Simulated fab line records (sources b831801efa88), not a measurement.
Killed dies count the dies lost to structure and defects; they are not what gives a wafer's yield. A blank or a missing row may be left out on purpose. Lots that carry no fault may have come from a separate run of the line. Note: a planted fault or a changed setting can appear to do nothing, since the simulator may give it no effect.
Which tool is to blame? || flow gf180mcu || 21 wafers sampled from 7 lots at 1 step of a route of 602

== WHAT THE GAUGES SHOWED, per wafer ==
GF_LVPWELL_OVL_MEAS_07.
{"lot": "L422", "measured": "day 4 03:24", "on": "overlay-01", "LVPWELL_OVL (nm)": "1.1 2.3 0.4"}
{"lot": "L424", "measured": "day 4 14:02", "on": "overlay-02", "LVPWELL_OVL (nm)": "0.1 -1.0 -0.9"}
{"lot": "L434", "measured": "day 6 22:17", "on": "overlay-01", "LVPWELL_OVL (nm)": "1.2 -1.1 -0.4"}
{"lot": "L437", "measured": "day 7 13:53", "on": "overlay-01", "LVPWELL_OVL (nm)": "2.9 3.4 3.1"}
{"lot": "L439", "measured": "day 8 02:11", "on": "overlay-01", "LVPWELL_OVL (nm)": "1.0 2.2 0.8"}
{"lot": "L441", "measured": "day 8 13:14", "on": "overlay-01", "LVPWELL_OVL (nm)": "0.4 0.2 -0.1"}
{"lot": "L443", "measured": "day 9 00:44", "on": "overlay-01", "LVPWELL_OVL (nm)": "2.0 3.5 2.1"}

== EACH LOT AND THE TOOL THAT RAN IT (in order: tool; ch and the chambers of the sampled wafers; start) ==
No process step before these readings appears in the record.

== THE ANSWER, worked out from the rows above alone ==
Rule: usual is defined by the lots themselves. The widest of any qualifying gaps counts: lots, ordered by their means at a reading, are off when they make up no more than a third of the lots, leave a main group of 4 or more, and stand apart from it by 3 or more times the standard deviation of that group's means. If all means in a main group match to the digits the tables above print for the reading, that group is not used. Also off: a lot with no number at a reading for which 4 or more lots have one. The other lots that the step has rows for count as sound.
Nothing can be told from this: no lot is off at any reading shown.

== WHAT THE SIMULATOR PUT IN ==
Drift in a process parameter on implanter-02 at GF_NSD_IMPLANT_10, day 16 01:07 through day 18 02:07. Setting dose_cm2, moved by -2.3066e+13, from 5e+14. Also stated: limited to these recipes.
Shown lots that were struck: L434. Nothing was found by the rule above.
